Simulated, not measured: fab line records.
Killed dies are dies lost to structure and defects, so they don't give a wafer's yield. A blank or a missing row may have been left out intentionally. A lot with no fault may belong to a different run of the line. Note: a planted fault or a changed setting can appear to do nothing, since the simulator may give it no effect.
Which tool was responsible? ; flow gf180mcu ; 15 lots, 45 wafers sampled, at 2 steps of a route of 602

== WHAT THE GAUGES READ, wafer by wafer ==
GF_M3_CD_MEAS_14: the cd target is 280 nm.
lot;measured;on;cd-nm (nm)
L448;day 21 11:09;cd-sem-01;278.4 279.2 278.9
L450;day 22 18:41;cd-sem-01;281.3 280.0 281.2
L451;day 22 21:19;cd-sem-02;278.7 279.1 278.9
L453;day 23 17:06;cd-sem-01;279.4 280.5 279.3
L452;day 23 20:14;cd-sem-01;280.9 281.7 280.4
L455;day 24 04:52;cd-sem-01;279.6 281.1 279.9
L454;day 24 05:48;cd-sem-02;279.7 279.8 280.5
L456;day 24 11:46;cd-sem-01;280.5 280.8 281.8
L457;day 25 02:39;cd-sem-02;279.9 281.3 280.1
L458;day 25 05:33;cd-sem-02;280.9 279.4 280.2
L464;day 27 01:50;cd-sem-01;280.8 280.5 280.5
L466;day 27 16:06;cd-sem-01;279.1 279.3 280.2
L467;day 27 21:28;cd-sem-02;278.3 279.0 278.6
L468;day 28 07:08;cd-sem-01;277.9 278.2 278.4
L469;day 28 15:08;cd-sem-01;278.8 279.5 280.0

GF_V3_BOW_MEAS_05.
lot;measured;on;V3_BOW (um)
L448;day 21 14:17;film-metro-02;117 120 104
L450;day 22 20:15;film-metro-04;122 115 126
L451;day 22 22:42;film-metro-04;126 120 126
L453;day 23 18:32;film-metro-04;119 106 124
L452;day 23 21:37;film-metro-04;128 122 102
L455;day 24 06:14;film-metro-04;125 114 111
L454;day 24 07:11;film-metro-04;114 96 112
L456;day 24 13:11;film-metro-01;119 115 116
L457;day 25 04:06;film-metro-04;115 107 121
L458;day 25 06:56;film-metro-04;119 112 119
L464;day 27 03:17;film-metro-01;117 127 118
L466;day 27 17:39;film-metro-04;128 122 124
L467;day 27 22:53;film-metro-01;112 111 111
L468;day 28 08:35;film-metro-04;120 129 105
L469;day 28 16:35;film-metro-01;103 114 101

== WHAT TOOL EACH LOT RAN ON (gives the tool, then ch and the chambers of the sampled wafers, and finally the start) ==
The record holds no process step before these readings.

== WHAT THE TOOLS THEMSELVES READ (means of the sampled wafers that have a number; where no wafer has one, the mark that the record gives instead) ==
The record holds no such reading with a usual standard deviation.

== THE ANSWER, worked out from the rows above alone ==
Rule: what is usual is taken from the lots themselves. Put in order of their means at a reading, lots are off if they are a third of the lots or fewer, leave a main group of 4 or more, and stand apart from it by a gap of 3 or more times the standard deviation of the main group's means; of several such gaps the widest counts. If all means in a main group match to the digits the tables above print for the reading, that group is not used. A lot without any number at a reading at which 4 lots or more have one is off too. Where the step has rows for the other lots, those lots are counted as sound. First the gauges in route order, then the tools' own readings, where a lot's mean is used as printed above. The first step at which some lot is off is used, and at that step the reading that is off furthest; a lot without a number counts as furthest.
None of the lots is off at any reading shown; this tells nothing.

== WHAT THE SIMULATOR PUT IN ==
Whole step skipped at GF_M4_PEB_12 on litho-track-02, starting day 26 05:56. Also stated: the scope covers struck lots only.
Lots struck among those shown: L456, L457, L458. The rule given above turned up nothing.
